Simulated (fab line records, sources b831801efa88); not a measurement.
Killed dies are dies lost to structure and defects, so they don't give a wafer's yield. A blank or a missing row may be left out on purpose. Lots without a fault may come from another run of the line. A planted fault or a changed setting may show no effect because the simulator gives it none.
One fault seen from 2 desks | flow gf180mcu | each desk has only its own numbers; what lay behind them comes last

THE METROLOGY DESK
What the gauges read, lot by lot, whatever tool the lot ran on: means of the sampled wafers that have a number. A lot is out of limits, marked OUT, if its mean lies more than 4 standard deviations from the usual mean; the brackets give that distance.
Columns: A = LVPWELL_RS at GF_VT_IMPLANT_RS_MEAS_48, usual 1196 ohm/sq; B = cd_nm at GF_CONTACT_CD_MEAS_14, usual 219.8 nm; C = CONTACT_W_RS at GF_CONTACT_RS_MEAS_25, usual 0.378 ohm/sq
lot  | first seen here | A    | B     | C
L474 | day 7 16:04     | 1192 | 221.1 | 0.384
L476 | day 8 05:13     | 1196 | 219.6 | 0.382
L477 | day 8 10:49     | 1197 | 219.6 | 0.379
L480 | day 9 05:41     | 1199 | 222.5 | 0.378
L482 | day 9 18:58     | 1198 | 220.9 | 0.377
L483 | day 10 01:56    | 1193 | 221.0 | 0.373
L484 | day 10 11:08    | 1189 | 219.0 | 0.371
L487 | day 11 06:53    | 1198 | 220.5 | 0.385
L488 | day 11 12:56    | 1196 | 218.9 | 0.377
L489 | day 11 21:49    | 1181 | 219.4 | 0.371
L492 | day 12 16:49    | 1192 | 220.0 | 0.374
L493 | day 12 23:43    | 1184 | 221.4 | 0.375
L497 | day 13 23:47    | 1195 | 220.7 | 0.375
This desk's finding: nothing out of limits on any of the 13 lots.

THE TOOL OWNER'S DESK: implanter-01
The tool's own readings at GF_LVPWELL_IMPLANT_09: means of the sampled wafers that have a number, for each lot that ran on this tool. A lot is out of limits, marked OUT, if its mean lies more than 4 standard deviations from the usual mean; the brackets give that distance.
Columns: A = beam_on_s at GF_LVPWELL_IMPLANT_09, usual 10.02 s; B = dose_ions_cm2 at GF_LVPWELL_IMPLANT_09, usual 4.999e+12; C = faraday_current_uA at GF_LVPWELL_IMPLANT_09, usual 28.1
lot  | first seen here | A     | B                   | C
L482 | day 5 16:32     | 9.95  | 4.998e+12           | 28.3
L483 | day 5 22:10     | 9.90  | 4.999e+12           | 28.5
L489 | day 7 11:57     | 10.18 | 5.385e+12 (+77) OUT | 29.9
L493 | day 8 09:45     | 9.91  | 5.386e+12 (+77) OUT | 30.7 (+4.3) OUT
This desk's finding: out of limits on L489, L493; first on L489, day 7 11:57 (dose_ions_cm2 at GF_LVPWELL_IMPLANT_09). In limits: L482, L483.

PUT TOGETHER
The tool owner's desk could have raised an alarm at day 7 11:57, on L489, L493.
The metrology desk saw nothing out of limits.
The metrology desk has L489, L493 on record, within its limits.
Of the lots named, all ran GF_LVPWELL_IMPLANT_09 on implanter-01.

WHAT THE SIMULATOR HAD PUT IN
Process parameter drift: implanter-01, from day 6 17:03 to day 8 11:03, at GF_LVPWELL_IMPLANT_09. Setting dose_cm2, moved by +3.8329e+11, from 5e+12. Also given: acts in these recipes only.
Lots struck among those shown: L489, L493.
Hours from the fault's start to each desk's first reading out of limits: the tool owner's desk, 19.
